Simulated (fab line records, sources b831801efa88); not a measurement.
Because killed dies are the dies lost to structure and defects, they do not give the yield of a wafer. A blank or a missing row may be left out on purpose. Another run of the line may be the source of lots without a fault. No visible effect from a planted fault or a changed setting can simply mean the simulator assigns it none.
What tool caused it?    flow sky130    13 lots with 39 wafers sampled at 4 steps, on a route of 708 steps

## WHAT EACH GAUGE READ, for each wafer
SKY_METAL4_OVL_MEAS_14. Usual: METAL4_OVL typically reads 3 nm, with standard deviation 5.3.
lot   measured      on          METAL4_OVL (nm)  flag
L930  day 41 12:29  overlay-02  6 2 14           
L932  day 42 01:55  overlay-01  7 9 2            
L933  day 42 07:13  overlay-02  6 -6 -2          
L936  day 43 20:03  overlay-02  11 5 9           
L938  day 44 00:31  overlay-02  2 5 0            
L939  day 44 17:34  overlay-02  7 10 3           
L942  day 45 13:23  overlay-01  -10 3 3          
L943  day 45 14:27  overlay-01  12 2 6           
L945  day 45 22:02  overlay-01  -2 4 0           
L949  day 46 17:04  overlay-01  10 1 3           
L950  day 46 21:22  overlay-01  -8 5 -8          
L952  day 47 06:58  overlay-02  7 12 2           
L953  day 47 13:52  overlay-01  5 8 3            

## WHAT TOOL EACH LOT RAN ON (gives the tool, then ch and the chambers of the sampled wafers, and finally the start)
lot   SKY_FIELD_ISO_CLEAN_19          SKY_METAL4_SPUTTER_00         SKY_CAP2M_METAL_ETCH_13
L930  wet-bench-04 ch 1, day 2 06:17  pvd-sputter-01, day 39 11:20  rie-metal-04 ch 0,1, day 40 12:05
L932  wet-bench-01 ch 2, day 2 15:14  pvd-sputter-01, day 40 01:41  rie-metal-01 ch 0,1, day 41 01:23
L933  wet-bench-03 ch 0, day 2 21:10  pvd-sputter-01, day 40 07:52  rie-metal-04 ch 0,1, day 41 07:23
L936  wet-bench-01 ch 1, day 3 14:46  pvd-sputter-03, day 41 20:35  rie-metal-01 ch 0,1, day 42 19:56
L938  wet-bench-01 ch 1, day 3 22:50  pvd-sputter-03, day 42 01:38  rie-metal-04 ch 0,1, day 43 00:59
L939  wet-bench-01 ch 3, day 4 04:11  pvd-sputter-01, day 42 19:09  rie-metal-01 ch 0,1, day 43 18:31
L942  wet-bench-01 ch 3, day 4 20:19  pvd-sputter-03, day 43 16:17  rie-metal-02 ch 0,1, day 44 14:58
L943  wet-bench-04 ch 0, day 5 00:28  pvd-sputter-03, day 43 17:36  rie-metal-01 ch 0,1, day 44 15:55
L945  wet-bench-04 ch 0, day 5 10:29  pvd-sputter-01, day 44 02:21  rie-metal-04 ch 0,1, day 45 00:02
L949  wet-bench-03 ch 1, day 6 08:02  pvd-sputter-01, day 44 23:12  rie-metal-02 ch 0,1, day 45 20:16
L950  wet-bench-04 ch 3, day 6 14:29  pvd-sputter-04, day 45 04:45  rie-metal-04 ch 0,1, day 46 01:41
L952  wet-bench-03 ch 0, day 6 22:50  pvd-sputter-01, day 45 13:31  rie-metal-01 ch 1, day 46 10:19
L953  wet-bench-04 ch 2, day 7 04:37  pvd-sputter-04, day 45 21:41  rie-metal-01 ch 0,1, day 46 17:43
- SKY_FIELD_ISO_CLEAN_19: cleans in SC1/SC2, time 150 s.
- SKY_METAL4_SPUTTER_00: material Ti, target thk 15 nm, time 10 s.
- SKY_CAP2M_METAL_ETCH_13: etches TiN in Cl2/BCl3, stops on SiO2, target depth 220 nm, time 62.9 s.

## WHAT THE TOOLS THEMSELVES READ (means of the sampled wafers that have a number; where no wafer has one, the mark that the record gives instead)
SKY_METAL4_SPUTTER_00. Usual: 30.6 % for throttle-valve-pct, sd 0.78.
lot   tool            throttle-valve-pct (%)  flag
L930  pvd-sputter-01  30.5                    
L932  pvd-sputter-01  29.9                    
L933  pvd-sputter-01  30.2                    
L936  pvd-sputter-03  29.8                    
L938  pvd-sputter-03  30.8                    
L939  pvd-sputter-01  30.3                    
L942  pvd-sputter-03  30.0                    
L943  pvd-sputter-03  30.5                    
L945  pvd-sputter-01  30.3                    
L949  pvd-sputter-01  30.7                    
L950  pvd-sputter-04  31.7                    
L952  pvd-sputter-01  30.8                    
L953  pvd-sputter-04  31.4                    

SKY_CAP2M_METAL_ETCH_13. Usual: chamber-pressure-mTorr 9.999 mTorr, standard deviation 0.013; drypump-motor-current-A 6.10 A, standard deviation 0.28; he-backside-leak-sccm 3.34 sccm, standard deviation 0.27; mfc-cl2-sccm 60.00 sccm, standard deviation 0.17; oes-product-au 0.945 a.u., standard deviation 0.0085; throttle-valve-pct 21.900 %, standard deviation 0.01.
lot   tool          chamber-pressure-mTorr (mTorr)  drypump-motor-current-A (A)  he-backside-leak-sccm (sccm)  mfc-cl2-sccm (sccm)  oes-product-au (a.u.)  throttle-valve-pct (%)  flag
L930  rie-metal-04  10.003                          6.23                         3.51                          59.89                0.946                  21.904                  
L932  rie-metal-01  10.003                          6.04                         3.16                          60.14                0.944                  21.909                  
L933  rie-metal-04  9.969                           6.23                         3.60                          60.11                0.946                  21.888                  
L936  rie-metal-01  10.000                          5.80                         3.14                          60.04                0.946                  21.891                  
L938  rie-metal-04  9.997                           6.36                         3.61                          59.83                0.946                  21.903                  
L939  rie-metal-01  9.994                           5.82                         3.05                          60.04                0.938                  21.897                  
L942  rie-metal-02  9.996                           6.10                         3.34                          59.97                0.949                  21.901                  
L943  rie-metal-01  10.007                          5.81                         3.16                          59.80                0.933                  21.904                  
L945  rie-metal-04  9.998                           6.36                         3.64                          59.93                0.952                  21.900                  
L949  rie-metal-02  10.005                          6.17                         3.29                          59.84                0.943                  21.902                  
L950  rie-metal-04  10.003                          6.34                         3.53                          60.22                0.947                  21.897                  
L952  rie-metal-01  9.995                           6.25                         3.19                          60.00                0.937                  21.903                  
L953  rie-metal-01  10.002                          6.03                         3.21                          59.99                0.941                  21.908                  

## THE ANSWER, worked out from the rows above alone
Rule: a lot is off if the mean of its wafers that have a number lies more than 3 standard deviations from the usual mean. A lot without any number at a reading at which 4 lots or more have one is off too. The other lots that the step has rows for count as sound. Order of review: gauges by route order, followed by the tools' own readings, for which a lot's mean as printed above is used. The first step at which some lot is off is used, and at that step the reading that is off furthest; a lot without a number counts as furthest.
No lot is off on any of the readings shown, so nothing can be concluded from this.

## WHAT THE SIMULATOR PUT IN
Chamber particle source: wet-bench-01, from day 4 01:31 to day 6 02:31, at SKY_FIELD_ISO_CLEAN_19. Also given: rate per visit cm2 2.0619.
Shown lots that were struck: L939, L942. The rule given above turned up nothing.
